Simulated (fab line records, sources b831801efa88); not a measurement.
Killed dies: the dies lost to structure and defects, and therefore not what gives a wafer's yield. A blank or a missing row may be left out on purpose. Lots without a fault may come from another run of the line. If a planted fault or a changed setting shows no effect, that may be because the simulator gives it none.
fab line records + flow sky130
record:
- lots: 10
- wafers: 30
- last-day: 50
route steps=708 shown METAL3@566 VIA3@593 CAP2M@617 VIA4@657 PAD_OPEN@708
lots that met no fault: taken from a fault-free run of the same line
start-h: hours from the record's opening day to when the first of the lot's shown wafers began + wait-h: time in hours since the lot's previous step + " as in the row above + L1.1+2: several wafers, shown together as one row + - either no value or no given start + * or withheld: withheld + < > ~ a bound
route shown NAME@n: NAME is a module with steps in the file, n the number in the route of the first one + usual: mean/standard deviation taken from wafers without a fault + same: alike in all rows + chamber/n: place in a boat + sites: the reading at each site + _std_site: their standard deviation + _edge_site: outer sites' mean less inner sites' + radius-mm: for every site, how far away it sits from the centre of the wafer + mask NAME#n: copy n + behind: tool/chamber where the wafer was last shaped + hold: the reason the lot was held/the length of the hold in hours/how it ended + device: the transistor (n, p or np) that didn't switch + end of line: tests run on the same wafers once the route is complete + a step given without rows: its recipe and nothing more + killed: the dies lost at the first sort to structure and to defects; this is not the yield of the wafer + map: shows each die of a wafer: x if killed, . if not, _ if none is there
set.NAME: the setting that was run; set.NAME@STEP: the one run at that earlier step + model.NAME: the simulator's own value behind a step, which no gauge read
one table for each step of the route and one row for each wafer, over a sample of lots
services: a tool's chamber out of use, with start hour (start-h, from the record's first day; less than 0 if before it), hours out, and reason
== steps ==
step: SKY_METAL3_ETCH_16
recipe:
- chemistry: N2/H2
- target: BARC
- ion-energy-ev: 200
- bias-w: 100
- pressure-mtorr: 30
- n2-flow-sccm: 100
- h2-flow-sccm: 200
- icp-w: 500
- stop-on: SiO2
- time-s: 88.2
- target-depth-a: 600
usual:
- drypump-motor-current-A: 5.8/0.49
- h2-flow-sccm: 200.0/0.61
- oes-product-au: 0.626/0.0048
- throttle-valve-pct: 13.204/0.0095
| lot.wafer | tool         | chamber | start-h | wait-h | drypump-motor-current-A | h2-flow-sccm | oes-product-au | rf-hours-counter-h | throttle-valve-pct |
|-----------|--------------|---------|---------|--------|-------------------------|--------------|----------------|--------------------|--------------------|
| L919.1    | rie-metal-03 | 0       | 893.63  | 0.0    | 5.0                     | 199.4        | 0.627          | 11                 | 13.198             |
| L919.2    | "            | 1       | "       | "      | 5.9                     | 199.9        | 0.618          | 16                 | 13.201             |
| L919.3    | "            | 0       | "       | "      | 5.0                     | 199.6        | 0.628          | -                  | 13.197             |
| L920.1    | rie-metal-01 | 0       | 909.38  | 0.0    | 6.3                     | 199.8        | 0.620          | 10                 | 13.209             |
| L920.4    | "            | 0       | "       | "      | 6.3                     | 200.5        | 0.620          | -                  | 13.212             |
| L920.5    | "            | 1       | "       | "      | 5.9                     | 200.2        | 0.626          | -                  | 13.210             |
| L921.1    | rie-metal-03 | 1       | 923.68  | 0.0    | 5.8                     | 198.4        | 0.624          | 17                 | 13.225             |
| L921.3    | "            | 0       | "       | "      | 5.0                     | 200.4        | 0.624          | -                  | 13.201             |
| L921.4    | "            | 1       | "       | "      | 5.8                     | 199.1        | 0.624          | -                  | 13.211             |
| L924.3    | rie-metal-03 | 0       | 938.44  | 0.1    | 5.0                     | 200.4        | 0.635          | -                  | 13.194             |
| L924.4    | "            | 0       | "       | "      | 5.0                     | 201.0        | 0.623          | -                  | 13.207             |
| L924.5    | "            | 0       | "       | "      | 5.0                     | 200.6        | 0.622          | -                  | 13.205             |
| L930.1    | rie-metal-01 | 0       | 982.81  | 0.0    | 6.2                     | 199.4        | 0.627          | 13                 | 13.212             |
| L930.2    | "            | 1       | "       | "      | 5.9                     | 200.2        | 0.631          | 19                 | 13.207             |
| L930.5    | "            | 1       | "       | "      | 5.9                     | 199.5        | 0.633          | -                  | 13.203             |
| L931.2    | rie-metal-04 | 1       | 989.71  | 0.0    | 5.2                     | 200.0        | 0.623          | 5                  | 13.204             |
| L931.3    | "            | 0       | "       | "      | 6.2                     | 201.2        | 0.634          | -                  | 13.213             |
| L931.6    | "            | 0       | "       | "      | 6.2                     | 200.7        | 0.622          | -                  | 13.228             |
| L932.1    | rie-metal-01 | 0       | 996.34  | 0.1    | 6.3                     | 200.1        | 0.628          | 14                 | 13.200             |
| L932.2    | "            | 0       | "       | "      | 6.3                     | 201.1        | 0.632          | -                  | 13.212             |
| L932.3    | "            | 0       | "       | "      | 6.3                     | 199.9        | 0.622          | -                  | 13.205             |
| L936.1    | rie-metal-03 | 0       | 1026.70 | 0.0    | 5.0                     | 200.3        | 0.635          | 18                 | 13.199             |
| L936.3    | "            | 0       | "       | "      | 5.0                     | 201.1        | 0.627          | -                  | 13.189             |
| L936.4    | "            | 1       | "       | "      | 5.9                     | 200.5        | 0.630          | -                  | 13.218             |
| L937.1    | rie-metal-01 | 1       | 1031.53 | 0.0    | 5.9                     | 200.4        | 0.621          | 1                  | 13.190             |
| L937.2    | "            | 0       | "       | "      | 6.3                     | 200.6        | 0.619          | 17                 | 13.195             |
| L937.6    | "            | 0       | "       | "      | 6.3                     | 200.1        | 0.629          | -                  | 13.212             |
| L939.1    | rie-metal-03 | 1       | 1043.78 | 0.0    | 5.9                     | 199.3        | 0.621          | 5                  | 13.209             |
| L939.3    | "            | 0       | "       | "      | 5.0                     | 199.2        | 0.621          | -                  | 13.201             |
| L939.6    | "            | 1       | "       | "      | 5.9                     | 200.4        | 0.624          | -                  | 13.201             |
step: SKY_VIA3_SPUTTER_20
recipe:
- material: TiN
- target-thk-nm: 20
- chamber-pressure-pa: 5
- power-w: 4000
- time-s: 80
usual:
- throttle-valve-pct: 29.6/1.2
| lot.wafer | tool           | chamber | start-h | wait-h | throttle-valve-pct |
|-----------|----------------|---------|---------|--------|--------------------|
| L919.1    | pvd-sputter-02 | -       | 921.22  | 0.0    | 26.3               |
| L919.2    | "              | -       | "       | "      | 30.0               |
| L919.3    | "              | -       | "       | "      | 28.4               |
| L920.1    | pvd-sputter-04 | -       | 936.26  | 0.0    | 30.2               |
| L920.4    | "              | -       | "       | "      | 28.8               |
| L920.5    | "              | -       | "       | "      | 30.0               |
| L921.1    | pvd-sputter-04 | -       | 950.86  | 0.0    | 28.9               |
| L921.3    | "              | -       | "       | "      | 31.1               |
| L921.4    | "              | -       | "       | "      | 30.2               |
| L924.3    | pvd-sputter-03 | -       | 964.74  | 0.0    | 28.9               |
| L924.4    | "              | -       | "       | "      | 29.7               |
| L924.5    | "              | -       | "       | "      | 27.9               |
| L930.1    | pvd-sputter-04 | -       | 1008.30 | 0.0    | 28.7               |
| L930.2    | "              | -       | "       | "      | 29.6               |
| L930.5    | "              | -       | "       | "      | 30.3               |
| L931.2    | pvd-sputter-02 | -       | 1015.77 | 0.0    | 31.4               |
| L931.3    | "              | -       | "       | "      | 28.6               |
| L931.6    | "              | -       | "       | "      | 28.6               |
| L932.1    | pvd-sputter-04 | -       | 1022.24 | 0.0    | 30.1               |
| L932.2    | "              | -       | "       | "      | 30.8               |
| L932.3    | "              | -       | "       | "      | 29.6               |
| L936.1    | pvd-sputter-04 | -       | 1051.58 | 0.0    | 31.0               |
| L936.3    | "              | -       | "       | "      | 30.3               |
| L936.4    | "              | -       | "       | "      | 28.7               |
| L937.1    | pvd-sputter-04 | -       | 1055.46 | 0.0    | 29.3               |
| L937.2    | "              | -       | "       | "      | 31.2               |
| L937.6    | "              | -       | "       | "      | 29.5               |
| L939.1    | pvd-sputter-02 | -       | 1068.48 | 0.0    | 28.7               |
| L939.3    | "              | -       | "       | "      | 31.5               |
| L939.6    | "              | -       | "       | "      | 31.6               |
step: SKY_CAP2M_STRIP_14
recipe:
- chemistry: O2/N2
- power-w: 1400
- pressure-mtorr: 1500
- platen-temp-c: withheld
- o2-flow-sccm: 3000
- n2-flow-sccm: 300
- overash-fraction: 0.5
usual:
- drypump-motor-current-A: 5.50/0.23
- oes-product-au: 0.710/0.0048
- strip-time-to-endpoint-s: 12.65/0.034
| lot.wafer | tool            | chamber | start-h | wait-h | drypump-motor-current-A | oes-product-au | rf-hours-counter-h | strip-time-to-endpoint-s |
|-----------|-----------------|---------|---------|--------|-------------------------|----------------|--------------------|--------------------------|
| L919.1    | plasma-asher-02 | 1       | 947.03  | 0.1    | 5.39                    | 0.703          | 21                 | 12.66                    |
| L919.2    | "               | 0       | "       | "      | 5.30                    | 0.717          | 21                 | 12.65                    |
| L919.3    | "               | 0       | "       | "      | 5.30                    | 0.713          | -                  | 12.66                    |
| L920.1    | plasma-asher-03 | 0       | 961.64  | 0.1    | 5.34                    | 0.707          | 52                 | 12.64                    |
| L920.4    | "               | 1       | "       | "      | 5.57                    | 0.707          | -                  | 12.63                    |
| L920.5    | "               | 0       | "       | "      | 5.36                    | 0.711          | -                  | 12.62                    |
| L921.1    | plasma-asher-03 | 1       | 975.65  | 0.1    | 5.56                    | 0.707          | 54                 | 12.65                    |
| L921.3    | "               | 0       | "       | "      | 5.35                    | 0.711          | -                  | 12.67                    |
| L921.4    | "               | 1       | "       | "      | 5.56                    | 0.705          | -                  | 12.63                    |
| L924.3    | plasma-asher-03 | 1       | 989.76  | 0.1    | 5.56                    | 0.712          | -                  | 12.64                    |
| L924.4    | "               | 0       | "       | "      | 5.34                    | 0.709          | -                  | 12.63                    |
| L924.5    | "               | 1       | "       | "      | 5.58                    | 0.715          | -                  | 12.58                    |
| L930.1    | plasma-asher-03 | 1       | 1032.20 | 0.1    | 5.57                    | 0.710          | 59                 | 12.65                    |
| L930.2    | "               | 0       | "       | "      | 5.37                    | 0.705          | 59                 | 12.71                    |
| L930.5    | "               | 0       | "       | "      | 5.36                    | 0.709          | -                  | 12.66                    |
| L931.2    | plasma-asher-02 | 1       | 1038.69 | 0.1    | 5.36                    | 0.713          | 30                 | 12.68                    |
| L931.3    | "               | 0       | "       | "      | 5.29                    | 0.710          | -                  | 12.62                    |
| L931.6    | "               | 1       | "       | "      | 5.37                    | 0.703          | -                  | 12.59                    |
| L932.1    | plasma-asher-01 | 0       | 1045.95 | 0.1    | 6.06                    | 0.704          | 90                 | 12.59                    |
| L932.2    | "               | 1       | "       | "      | 5.88                    | 0.710          | 90                 | 12.58                    |
| L932.3    | "               | 1       | "       | "      | 5.87                    | 0.710          | -                  | 12.62                    |
| L936.1    | plasma-asher-03 | 1       | 1074.35 | 0.1    | 5.57                    | 0.705          | 64                 | 12.64                    |
| L936.3    | "               | 0       | "       | "      | 5.35                    | 0.705          | -                  | 12.65                    |
| L936.4    | "               | 1       | "       | "      | 5.59                    | 0.717          | -                  | 12.63                    |
| L937.1    | plasma-asher-03 | 0       | 1077.55 | 0.1    | 5.36                    | 0.709          | 64                 | 12.64                    |
| L937.2    | "               | 1       | "       | "      | 5.56                    | 0.716          | 64                 | 12.64                    |
| L937.6    | "               | 1       | "       | "      | 5.58                    | 0.717          | -                  | 12.61                    |
| L939.1    | plasma-asher-02 | 0       | 1090.15 | 0.1    | 5.31                    | 0.701          | 35                 | 12.62                    |
| L939.3    | "               | 0       | "       | "      | 5.32                    | 0.709          | -                  | 12.61                    |
| L939.6    | "               | 0       | "       | "      | 5.33                    | 0.709          | -                  | 12.57                    |
step: SKY_VIA4_CVD_18
recipe:
- material: W
- target-thk-nm: 505
- time-s: 152.14
- temp-c: 400
- pressure-torr: 40
usual:
- heater-power-w: 877/68
| lot.wafer | tool     | chamber | start-h | wait-h | heater-power-w |
|-----------|----------|---------|---------|--------|----------------|
| L919.1    | cvd-w-02 | 1       | 996.51  | 0.0    | 940            |
| L919.2    | "        | 0       | "       | "      | 912            |
| L919.3    | "        | 1       | "       | "      | 892            |
| L919.1    | cvd-w-02 | 1       | 996.83  | 0.3    | 922            |
| L919.2    | "        | 0       | "       | "      | 959            |
| L919.3    | "        | 1       | "       | "      | 911            |
| L920.1    | cvd-w-01 | 0       | 1012.12 | 0.0    | 879            |
| L920.4    | "        | 1       | "       | "      | 738            |
| L920.5    | "        | 1       | "       | "      | 769            |
| L921.1    | cvd-w-01 | 0       | 1025.14 | 0.0    | 894            |
| L921.3    | "        | 0       | "       | "      | 894            |
| L921.4    | "        | 1       | "       | "      | 790            |
| L924.3    | cvd-w-02 | 1       | 1038.19 | 0.1    | 921            |
| L924.4    | "        | 0       | "       | "      | 953            |
| L924.5    | "        | 1       | "       | "      | 922            |
| L924.3    | cvd-w-02 | 1       | 1038.51 | 0.3    | 896            |
| L924.4    | "        | 0       | "       | "      | 970            |
| L924.5    | "        | 1       | "       | "      | 901            |
| L930.1    | cvd-w-01 | 0       | 1077.26 | 0.0    | 873            |
| L930.2    | "        | 1       | "       | "      | 762            |
| L930.5    | "        | 0       | "       | "      | 907            |
| L930.1    | cvd-w-01 | 0       | 1077.57 | 0.3    | 876            |
| L930.2    | "        | 1       | "       | "      | 766            |
| L930.5    | "        | 0       | "       | "      | 880            |
| L931.2    | cvd-w-01 | 1       | 1084.33 | 0.0    | 780            |
| L931.3    | "        | 0       | "       | "      | 872            |
| L931.6    | "        | 0       | "       | "      | 879            |
| L932.1    | cvd-w-01 | 1       | 1091.77 | 0.0    | 768            |
| L932.2    | "        | 0       | "       | "      | 887            |
| L932.3    | "        | 1       | "       | "      | 770            |
| L936.1    | cvd-w-01 | 0       | 1118.19 | 0.0    | 883            |
| L936.3    | "        | 0       | "       | "      | 884            |
| L936.4    | "        | 1       | "       | "      | 771            |
| L937.1    | cvd-w-01 | 1       | 1120.86 | 0.0    | 779            |
| L937.2    | "        | 0       | "       | "      | 884            |
| L937.6    | "        | 1       | "       | "      | 780            |
| L939.1    | cvd-w-02 | 1       | 1132.15 | 0.0    | 929            |
| L939.3    | "        | 1       | "       | "      | 922            |
| L939.6    | "        | 1       | "       | "      | 914            |
step: SKY_VIA4_RS_MEAS_19
recipe:
- thk-meas-gauge: four-point-probe
- reads: W_of_VIA4_CVD_18+TiN_of_VIA4_SPUTTER_17
usual:
- VIA4_W_RS: 0.2254/0.0025
| lot.wafer | tool          | chamber | start-h | wait-h | VIA4_W_RS[ohm/sq] |
|-----------|---------------|---------|---------|--------|-------------------|
| L919.1    | film-metro-03 | -       | 996.98  | 0.1    | 0.1114            |
| L919.2    | "             | -       | "       | "      | 0.1126            |
| L919.3    | "             | -       | "       | "      | 0.1113            |
| L920.1    | film-metro-04 | -       | 1012.27 | 0.1    | 0.2247            |
| L920.4    | "             | -       | "       | "      | 0.2204            |
| L920.5    | "             | -       | "       | "      | 0.2231            |
| L921.1    | film-metro-03 | -       | 1025.30 | 0.1    | 0.2252            |
| L921.3    | "             | -       | "       | "      | 0.2267            |
| L921.4    | "             | -       | "       | "      | 0.2253            |
| L924.3    | film-metro-02 | -       | 1038.65 | 0.1    | 0.1129            |
| L924.4    | "             | -       | "       | "      | 0.1139            |
| L924.5    | "             | -       | "       | "      | 0.1133            |
| L930.1    | film-metro-02 | -       | 1077.91 | 0.3    | 0.1123            |
| L930.2    | "             | -       | "       | "      | 0.1118            |
| L930.5    | "             | -       | "       | "      | 0.1123            |
| L931.2    | film-metro-02 | -       | 1084.50 | 0.1    | 0.2247            |
| L931.3    | "             | -       | "       | "      | 0.2239            |
| L931.6    | "             | -       | "       | "      | 0.2256            |
| L932.1    | film-metro-02 | -       | 1091.92 | 0.1    | 0.2258            |
| L932.2    | "             | -       | "       | "      | 0.2251            |
| L932.3    | "             | -       | "       | "      | 0.2257            |
| L936.1    | film-metro-02 | -       | 1118.34 | 0.1    | 0.2258            |
| L936.3    | "             | -       | "       | "      | 0.2223            |
| L936.4    | "             | -       | "       | "      | 0.2234            |
| L937.1    | film-metro-02 | -       | 1121.01 | 0.1    | 0.2260            |
| L937.2    | "             | -       | "       | "      | 0.2226            |
| L937.6    | "             | -       | "       | "      | 0.2243            |
| L939.1    | film-metro-04 | -       | 1132.30 | 0.1    | 0.2253            |
| L939.3    | "             | -       | "       | "      | 0.2251            |
| L939.6    | "             | -       | "       | "      | 0.2239            |
step: SKY_VIA4_THK_MEAS_20
recipe:
- thk-meas-gauge: xrf
- reads: W_of_VIA4_CVD_18
usual:
- VIA4_W_THK: 514/12
| lot.wafer | tool          | chamber | start-h | wait-h | VIA4_W_THK[nm] |
|-----------|---------------|---------|---------|--------|----------------|
| L919.1    | film-metro-03 | -       | 997.10  | 0.1    | -              |
| L919.2    | "             | -       | "       | "      | -              |
| L919.3    | "             | -       | "       | "      | -              |
| L920.1    | film-metro-04 | -       | 1012.39 | 0.1    | 516            |
| L920.4    | "             | -       | "       | "      | 524            |
| L920.5    | "             | -       | "       | "      | 517            |
| L921.1    | film-metro-03 | -       | 1025.42 | 0.1    | 511            |
| L921.3    | "             | -       | "       | "      | 509            |
| L921.4    | "             | -       | "       | "      | 510            |
| L924.3    | film-metro-02 | -       | 1038.75 | 0.1    | -              |
| L924.4    | "             | -       | "       | "      | -              |
| L924.5    | "             | -       | "       | "      | -              |
| L930.1    | film-metro-02 | -       | 1078.03 | 0.1    | -              |
| L930.2    | "             | -       | "       | "      | -              |
| L930.5    | "             | -       | "       | "      | -              |
| L931.2    | film-metro-02 | -       | 1084.61 | 0.1    | 526            |
| L931.3    | "             | -       | "       | "      | 521            |
| L931.6    | "             | -       | "       | "      | 521            |
| L932.1    | film-metro-02 | -       | 1092.04 | 0.1    | 522            |
| L932.2    | "             | -       | "       | "      | 523            |
| L932.3    | "             | -       | "       | "      | 520            |
| L936.1    | film-metro-02 | -       | 1118.46 | 0.1    | 526            |
| L936.3    | "             | -       | "       | "      | 534            |
| L936.4    | "             | -       | "       | "      | 530            |
| L937.1    | film-metro-02 | -       | 1121.13 | 0.1    | 525            |
| L937.2    | "             | -       | "       | "      | 530            |
| L937.6    | "             | -       | "       | "      | 531            |
| L939.1    | film-metro-04 | -       | 1132.42 | 0.1    | 508            |
| L939.3    | "             | -       | "       | "      | 509            |
| L939.6    | "             | -       | "       | "      | 514            |
step: SKY_VIA4_CMP_21
recipe:
- stop-on: SiO2
- t-overpolish-s: 25
- down-force-psi: 3.5
- platen-rpm: 60
- target-thk-nm: 0
- pad-velocity-m-s: 0.94248
usual:
- motor-current-A: 11.2/0.83
- overpolish-run-s: 24.999/0.009
- time-to-endpoint-s: 123.1/3
| lot.wafer | tool   | chamber | start-h | wait-h | motor-current-A | overpolish-run-s | time-to-endpoint-s |
|-----------|--------|---------|---------|--------|-----------------|------------------|--------------------|
| L919.2    | cmp-01 | 2       | 997.16  | 0.0    | 10.4            | 25.003           | 246.7              |
| L919.1    | "      | 3       | "       | "      | 11.1            | 24.996           | 245.6              |
| L919.3    | "      | 1       | "       | "      | 12.7            | 25.011           | 251.8              |
| L920.1    | cmp-02 | 2       | 1012.50 | 0.1    | 11.3            | 25.006           | 127.9              |
| L920.4    | "      | 0       | "       | "      | 10.0            | 24.990           | 124.2              |
| L920.5    | "      | 1       | "       | "      | 11.6            | 24.989           | 126.2              |
| L921.3    | cmp-02 | 1       | 1025.53 | 0.1    | 11.5            | 25.001           | 124.5              |
| L921.1    | "      | 2       | "       | "      | 11.8            | 24.994           | 122.1              |
| L921.4    | "      | 3       | "       | "      | 11.1            | 25.004           | 125.3              |
| L924.4    | cmp-01 | 0       | 1038.79 | 0.0    | 10.6            | 25.010           | 237.4              |
| L924.3    | "      | 1       | "       | "      | 12.1            | 24.995           | 248.3              |
| L924.5    | "      | 1       | "       | "      | 12.4            | 25.002           | 241.3              |
| L930.2    | cmp-02 | 2       | 1078.09 | 0.0    | 11.4            | 24.992           | 243.2              |
| L930.1    | "      | 0       | "       | "      | 10.3            | 25.009           | 232.9              |
| L930.5    | "      | 3       | "       | "      | 11.4            | 24.988           | 240.3              |
| L931.2    | cmp-01 | 2       | 1085.11 | 0.5    | 10.6            | 25.015           | 130.9              |
| L931.3    | "      | 3       | "       | "      | 11.3            | 25.002           | 123.8              |
| L931.6    | "      | 0       | "       | "      | 10.9            | 25.000           | 120.9              |
| L932.1    | cmp-02 | 2       | 1092.10 | 0.1    | 11.8            | 25.013           | 123.9              |
| L932.3    | "      | 3       | "       | "      | 11.1            | 25.009           | 127.7              |
| L932.2    | "      | 1       | "       | "      | 11.4            | 25.006           | 126.9              |
| L936.3    | cmp-02 | 1       | 1118.52 | 0.0    | 11.9            | 24.991           | 122.6              |
| L936.1    | "      | 2       | "       | "      | 11.9            | 25.006           | 121.8              |
| L936.4    | "      | 3       | "       | "      | 11.5            | 25.005           | 120.9              |
| L937.2    | cmp-01 | 0       | 1121.19 | 0.0    | 10.8            | 24.986           | 122.0              |
| L937.1    | "      | 1       | "       | "      | 12.0            | 24.994           | 118.8              |
| L937.6    | "      | 0       | "       | "      | 10.5            | 24.996           | 119.1              |
| L939.3    | cmp-01 | 3       | 1132.48 | 0.0    | 12.1            | 24.992           | 121.8              |
| L939.1    | "      | 0       | "       | "      | 10.2            | 25.004           | 120.9              |
| L939.6    | "      | 3       | "       | "      | 11.5            | 25.002           | 128.3              |
step: SKY_PAD_OPEN_PROBE_99
usual:
- defect-limited-yield: 82.7/2.1
- killed_at_M0_to_M3: 43/7.2
- killed_at_M4_up: 3.0/1.7
- killed-at-contacts: 24/5.3
- killed-at-front-end: 15/4.6
- killed-at-other: 0.3/0.5
- killed-dies: 85/10
- killed-open: 46/7.2
- killed-short: 39/6.4
- sort_bin_3_pad_short: 0.9/0.42
- sort_bin_5_function: 10.2/1.6
- sort_bin_6_memory: 6.2/1
- sort-n-pass: 407/10
- sort-yield-pct: 82.7/2.1
same:
- gross-dies: 492
- killed-at-back-side: 0
- sort_bin_4_leakage[%]: 0
- sort_bin_8_speed[%]: 0
| lot.wafer | tool      | chamber | start-h | wait-h | defect-limited-yield[%] | killed_at_M0_to_M3 | killed_at_M4_up | killed-at-contacts | killed-at-front-end | killed-at-other | killed-dies | killed-open | killed-short | sort_bin_3_pad_short[%] | sort_bin_5_function[%] | sort_bin_6_memory[%] | sort-n-pass | sort-yield-pct[%] |
|-----------|-----------|---------|---------|--------|-------------------------|--------------------|-----------------|--------------------|---------------------|-----------------|-------------|-------------|--------------|-------------------------|------------------------|----------------------|-------------|-------------------|
| L919.2    | prober-02 | -       | 1068.05 | 0.1    | 83.5                    | 48                 | 3               | 18                 | 12                  | 0               | 81          | 40          | 41           | 0.6                     | 11.0                   | 4.9                  | 411         | 83.5              |
| L930.5    | prober-01 | -       | 1140.69 | 0.2    | 87.0                    | 29                 | 3               | 22                 | 10                  | 0               | 64          | 28          | 36           | 0.4                     | 7.9                    | 4.7                  | 428         | 87.0              |
killed by level:class
L919.2 VIA1:geometric-particle:open=8 VIA2:geometric-particle:short=8 VIA3:geometric-particle:open=8 CONTACT:geometric-particle:open=6 VIA1:geometric-particle:short=6 VIA2:geometric-particle:open=6 CONTACT:geometric-particle:short=4 METAL1:geometric-particle:short=4
L930.5 CONTACT:geometric-particle:short=8 VIA1:geometric-particle:open=7 LI_CONTACT:geometric-particle:open=6 METAL2:geometric-particle:short=6 CONTACT:geometric-particle:open=5 SPACER:geometric-particle:short=4 METAL1:geometric-particle:short=3 VIA1:geometric-particle:short=3
== services ==
| tool         | chamber | start-h | hours | kind   |
|--------------|---------|---------|-------|--------|
| rie-metal-03 | -       | 886.73  | 1.2   | repair |
| rie-metal-01 | 0       | 890.74  | 2.3   | repair |
| cvd-w-01     | -       | 904.00  | 14.0  | pm     |
| cmp-02       | -       | 907.78  | 4.9   | pm     |
| cmp-01       | -       | 915.72  | 4.0   | pm     |
| cmp-01       | -       | 922.85  | 0.3   | repair |
| rie-metal-01 | -       | 931.59  | 0.7   | repair |
| cmp-02       | -       | 938.69  | 9.6   | repair |
| cmp-01       | -       | 948.49  | 2.1   | repair |
| cvd-w-01     | 0       | 954.56  | 10.6  | repair |
| cvd-w-01     | -       | 957.43  | 2.8   | pm     |
| cmp-01       | -       | 957.59  | 0.3   | repair |
| cmp-01       | -       | 965.11  | 3.5   | repair |
| cmp-02       | -       | 977.60  | 4.2   | pm     |
| cmp-02       | -       | 997.06  | 0.7   | repair |
| cmp-01       | -       | 1031.71 | 1.4   | repair |
| cmp-01       | -       | 1034.62 | 1.0   | repair |
| cmp-02       | -       | 1039.80 | 12.7  | pm     |
| cvd-w-01     | 1       | 1049.81 | 5.0   | repair |
| cvd-w-01     | 0       | 1058.46 | 3.1   | repair |
| cvd-w-02     | -       | 1070.78 | 28.1  | pm     |
| cmp-02       | -       | 1084.11 | 4.0   | pm     |
| cvd-w-01     | -       | 1096.18 | 2.7   | repair |
| rie-metal-03 | -       | 1100.70 | 1.4   | pm     |
== key ==
first-sign:
- step: SKY_VIA4_CVD_18
- reading: visit
- direction: added
effect:
- step: SKY_VIA4_RS_MEAS_19
- reading: VIA4_W_RS
- direction: down
- sigmas: 46
- usual: 0.2254
- struck: 0.1124
effect:
- step: SKY_VIA4_THK_MEAS_20
- reading: VIA4_W_THK
- direction: missing
effect:
- step: SKY_VIA4_CMP_21
- reading: time-to-endpoint-s
- direction: up
- sigmas: 41
- usual: *
- struck: *
met-at SKY_VIA4_CVD_18
struck-lots L919,L924,L930
not-acting-at SKY_METAL3_ETCH_16,SKY_VIA3_SPUTTER_20,SKY_CAP2M_STRIP_14
fault:
- kind: repeated-step-whole
- tool: cvd-w-01,cvd-w-02
- chamber: -
- onset-h: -
- steps: SKY_VIA4_CVD_18
- times: 1
- scope: struck-lots-only
